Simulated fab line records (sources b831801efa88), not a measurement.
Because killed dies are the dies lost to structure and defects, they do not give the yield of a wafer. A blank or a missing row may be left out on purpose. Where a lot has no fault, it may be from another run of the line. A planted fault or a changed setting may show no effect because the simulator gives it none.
Problem report in the 8D (eight disciplines) form, filled by code	flow sky130	the parts of the form that need people (team, actions taken, sign-off) are left out

## 1. THE ISSUE
oesProductAu at SKY_VIA4_ETCH_12 reads a mean of 0.972 a.u. on 6 wafers of 2 lots; wafers without a fault read 0.926 a.u. with a standard deviation of 0.0045. Measured from the usual mean, that is +10 standard deviations.
The step: etches SiO2 in C4F8/O2/Ar, stops on TiN, target depth 580 nm.
Seen first at day 44 02:55 on rieDiel-04, wafer L799.1. The record holds 42 wafers of 14 lots with a number at this step. Rule for "out" (also "out of limits"): further than 4 standard deviations from the usual mean. All remaining wafers that have a number are taken as sound.

## 2. WHAT IT IS, AND WHAT IT ISN'T
question	is	is not
which readings at this step	oesProductAu	-
which lots	L799, L800	L793, L795, L796, L798, L805, L809, L811, L812, L813, L814, L815, L816
which wafers of those lots	all that have a number	-
read on which tools	rieDiel-03, rieDiel-04	rieDiel-01
when	from day 44 02:55	up to then (12 sound wafers); but 24 sound wafers of L805, L809, L811, L812, L813, L814, L815, L816 came after

## 3. SUSPECTS, AND WHAT RULES EACH OUT
Counting: a tool stays on the suspect list if, at a process step up to the reading, it processed all lots that are out and no sound lot following the first of them.
- pvdSputter-01 at SKY_METAL4_SPUTTER_02 (material AlCu, target thk 735 nm, time 39.1 s): ruled out as a lasting fault. The sound lots L805, L813, L816 went through it after L799, its earliest lot that is out (day 41 03:14).
- cmp-02 at SKY_VIA4_CMP_02 (polishes SiO2): ruled out as a lasting fault. The sound lots L809, L811, L812, L815 went through it after L799, its earliest lot that is out (day 43 04:08).
Left after counting: nothing in the record.

## 4. THE CAUSE (what the simulator had put in)
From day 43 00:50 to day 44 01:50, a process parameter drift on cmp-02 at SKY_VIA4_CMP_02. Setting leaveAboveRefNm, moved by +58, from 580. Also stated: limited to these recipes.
Counting ruled it out, wrongly: the rule takes a fault to strike every lot that its tool runs from its start on, and this one did not.

## 5. THE EFFECT CHAIN, in route order
Rows list readings where the struck wafers' mean (over those with a number) sits beyond 3 standard deviations from the usual. Scope: only readings with a usual standard deviation given in the record; hours: median across lots of the time from each lot's start at the first step in this table that gives one to its start at this step; sigmas: change in usual standard deviations.
hours	step	reading	usual	on struck wafers	change	sigmas
0	SKY_VIA4_ETCH_12	oesProductAu	0.926 a.u.	0.972	+0.046	+10
Here are the process steps it includes:
- SKY_VIA4_ETCH_12: etches SiO2 in C4F8/O2/Ar, stops on TiN, target depth 580 nm.

## 6. WHAT WOULD HAVE CAUGHT IT SOONER
The fault began at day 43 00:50; the first out-of-limits reading in this record came at day 44 02:55, 26 hours later.
Tool readings at SKY_VIA4_CMP_02 with a usual standard deviation given in the record: none out on any struck wafer, hence no alarm at a limit of 4 standard deviations on them.
